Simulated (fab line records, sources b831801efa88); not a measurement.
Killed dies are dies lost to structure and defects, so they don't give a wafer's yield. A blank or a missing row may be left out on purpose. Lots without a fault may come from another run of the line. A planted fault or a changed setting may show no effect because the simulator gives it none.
Which tool did it? | flow sky130 | 11 lots, 33 wafers sampled, at 5 steps of a route of 708

WHAT THE GAUGES READ, wafer by wafer
SKY_CONTACT_RS_MEAS_25: measures by four-point-probe. Usual: CONTACT_W_RS 0.334 ohm/sq, standard deviation 0.0054.
lot  | measured     | on            | CONTACT_W_RS (ohm/sq) | flag
L366 | day 31 15:44 | film_metro-02 | 0.348 0.338 0.337     |
L368 | day 32 04:40 | film_metro-02 | 0.342 0.331 0.325     |
L372 | day 34 00:38 | film_metro-02 | 0.332 0.338 0.331     |
L373 | day 34 10:59 | film_metro-03 | 0.333 0.336 0.337     |
L375 | day 35 04:16 | film_metro-02 | 0.325 0.335 0.323     |
L376 | day 35 06:50 | film_metro-01 | 0.338 0.338 0.331     |
L380 | day 36 11:44 | film_metro-03 | 0.336 0.330 0.329     |
L381 | day 36 13:56 | film_metro-01 | 0.332 0.327 0.328     |
L384 | day 37 10:05 | film_metro-01 | 0.336 0.337 0.328     |
L385 | day 37 14:38 | film_metro-02 | 0.339 0.340 0.336     |
L389 | day 39 06:38 | film_metro-03 | 0.329 0.327 0.344     |

SKY_VIA1_THK_MEAS_01. Usual: VIA1_HDPCVD_THK 1029 nm, standard deviation 11.
lot  | measured     | on            | VIA1_HDPCVD_THK (nm) | flag
L366 | day 32 20:28 | film_metro-02 | 1033 1020 1006       |
L368 | day 33 09:16 | film_metro-04 | 1021 1016 1021       |
L372 | day 35 04:47 | film_metro-02 | 1029 1010 1029       |
L373 | day 35 15:28 | film_metro-02 | 1021 1032 1028       |
L375 | day 36 08:42 | film_metro-04 | 1052 1033 1039       |
L376 | day 36 10:17 | film_metro-02 | 1017 1027 1013       |
L380 | day 37 15:30 | film_metro-03 | 1152 1171 1154       | OFF
L381 | day 37 17:19 | film_metro-02 | 1158 1174 1169       | OFF
L384 | day 38 13:51 | film_metro-02 | 1020 1016 1022       |
L385 | day 38 18:02 | film_metro-03 | 1020 1015 1025       |
L389 | day 40 08:22 | film_metro-02 | 1044 1034 1046       |

WHICH TOOL RAN EACH LOT (tool, then ch and the chambers of the sampled wafers, then the start)
lot  | SKY_CONTACT_SPUTTER_23       | SKY_METAL1_STRIP_20                  | SKY_VIA1_HDPCVD_00
L366 | pvd_sputter-03, day 31 15:31 | plasma_asher-04 ch 0,1, day 32 19:47 | hdpcvd-01 ch 1,2, day 32 20:20
L368 | pvd_sputter-01, day 32 04:29 | plasma_asher-01 ch 0,1, day 33 08:33 | hdpcvd-02 ch 1,2, day 33 09:08
L372 | pvd_sputter-02, day 34 00:28 | plasma_asher-02 ch 0,1, day 35 03:23 | hdpcvd-02 ch 0,1,2, day 35 04:40
L373 | pvd_sputter-02, day 34 10:48 | plasma_asher-04 ch 1, day 35 14:23   | hdpcvd-01 ch 0,1,2, day 35 15:20
L375 | pvd_sputter-02, day 35 04:05 | plasma_asher-02 ch 0,1, day 36 08:00 | hdpcvd-02 ch 0,2, day 36 08:35
L376 | pvd_sputter-03, day 35 06:39 | plasma_asher-04 ch 0,1, day 36 09:35 | hdpcvd-01 ch 0,1, day 36 10:10
L380 | pvd_sputter-02, day 36 11:34 | plasma_asher-04 ch 0,1, day 37 14:48 | hdpcvd-02 ch 0,1,2, day 37 15:23
L381 | pvd_sputter-02, day 36 13:44 | plasma_asher-04 ch 1, day 37 16:36   | hdpcvd-02 ch 0,1, day 37 17:11
L384 | pvd_sputter-03, day 37 09:55 | plasma_asher-02 ch 0,1, day 38 13:08 | hdpcvd-01 ch 0,2, day 38 13:44
L385 | pvd_sputter-01, day 37 14:28 | plasma_asher-04 ch 0,1, day 38 17:20 | hdpcvd-01 ch 0,1,2, day 38 17:56
L389 | pvd_sputter-01, day 39 06:25 | plasma_asher-01 ch 0,1, day 40 07:37 | hdpcvd-01 ch 0,2, day 40 08:14
- SKY_CONTACT_SPUTTER_23: material TiN, target thk 20 nm, time 80 s.
- SKY_METAL1_STRIP_20: strips in O2/N2.
- SKY_VIA1_HDPCVD_00: deposits SiO2, target thk 1030 nm, time 171.7 s.

WHAT THE TOOLS THEMSELVES READ (means of the sampled wafers that have a number; where no wafer has one, the mark that the record gives instead)
SKY_CONTACT_SPUTTER_23. Usual: throttle_valve_pct 30.1 %, standard deviation 0.96.
lot  | tool           | throttle_valve_pct (%) | flag
L366 | pvd_sputter-03 | 29.6                   |
L368 | pvd_sputter-01 | 29.7                   |
L372 | pvd_sputter-02 | 29.4                   |
L373 | pvd_sputter-02 | 30.7                   |
L375 | pvd_sputter-02 | 30.9                   |
L376 | pvd_sputter-03 | 29.1                   |
L380 | pvd_sputter-02 | 30.4                   |
L381 | pvd_sputter-02 | 30.4                   |
L384 | pvd_sputter-03 | 29.6                   |
L385 | pvd_sputter-01 | 30.2                   |
L389 | pvd_sputter-01 | 30.3                   |

SKY_METAL1_STRIP_20. Usual: drypump_motor_current_A 5.6 A, standard deviation 0.32; oes_product_au 0.344 a.u., standard deviation 0.005; strip_time_to_endpoint_s 2.73 s, standard deviation 0.046.
lot  | tool            | drypump_motor_current_A (A) | oes_product_au (a.u.) | strip_time_to_endpoint_s (s) | flag
L366 | plasma_asher-04 | 5.4                         | 0.344                 | 2.68                         |
L368 | plasma_asher-01 | 5.4                         | 0.349                 | 2.71                         |
L372 | plasma_asher-02 | 6.0                         | 0.348                 | 2.74                         |
L373 | plasma_asher-04 | 5.6                         | 0.345                 | 2.78                         |
L375 | plasma_asher-02 | 6.0                         | 0.345                 | 2.79                         |
L376 | plasma_asher-04 | 5.5                         | 0.346                 | 2.75                         |
L380 | plasma_asher-04 | 5.5                         | 0.347                 | 2.74                         |
L381 | plasma_asher-04 | 5.6                         | 0.343                 | 2.71                         |
L384 | plasma_asher-02 | 6.0                         | 0.344                 | 2.72                         |
L385 | plasma_asher-04 | 5.5                         | 0.347                 | 2.79                         |
L389 | plasma_asher-01 | 5.4                         | 0.338                 | 2.71                         |

SKY_VIA1_HDPCVD_00. Usual: run_length_s 199.8 s, standard deviation 0.32; sih4_flow_sccm 59.99 sccm, standard deviation 0.17.
lot  | tool      | run_length_s (s) | sih4_flow_sccm (sccm) | flag
L366 | hdpcvd-01 | 199.3            | 59.84                 |
L368 | hdpcvd-02 | 200.0            | 60.15                 |
L372 | hdpcvd-02 | 199.7            | 60.00                 |
L373 | hdpcvd-01 | 199.6            | 59.88                 |
L375 | hdpcvd-02 | 199.5            | 60.10                 |
L376 | hdpcvd-01 | 200.1            | 59.92                 |
L380 | hdpcvd-02 | 222.3            | 60.17                 | OFF
L381 | hdpcvd-02 | 222.2            | 59.81                 | OFF
L384 | hdpcvd-01 | 199.8            | 59.91                 |
L385 | hdpcvd-01 | 199.8            | 60.06                 |
L389 | hdpcvd-01 | 199.6            | 60.19                 |

THE ANSWER, worked out from the rows above alone
Rule: a lot is off if the mean of its wafers that have a number lies more than 3 standard deviations from the usual mean. A lot without any number at a reading at which 4 lots or more have one is off too. The other lots that the step has rows for count as sound. The gauges are gone through in route order, then the tools' own readings, and for those a lot's mean is taken as printed above. The first step at which some lot is off is used, and at that step the reading that is off furthest; a lot without a number counts as furthest.
Off: L380, L381, at SKY_VIA1_THK_MEAS_01 (VIA1_HDPCVD_THK).
A tool fits if, at a process step before that reading, it ran every lot that is off, and no sound lot after the first of them. The gauges at SKY_VIA1_THK_MEAS_01 aren't tried: what is off there is off at SKY_VIA1_HDPCVD_00 too, on other tools, and a gauge's error can't cause that. Can't be told from this: 2 tools fit, pvd_sputter-02 at SKY_CONTACT_SPUTTER_23, hdpcvd-02 at SKY_VIA1_HDPCVD_00.

WHAT THE SIMULATOR HAD PUT IN
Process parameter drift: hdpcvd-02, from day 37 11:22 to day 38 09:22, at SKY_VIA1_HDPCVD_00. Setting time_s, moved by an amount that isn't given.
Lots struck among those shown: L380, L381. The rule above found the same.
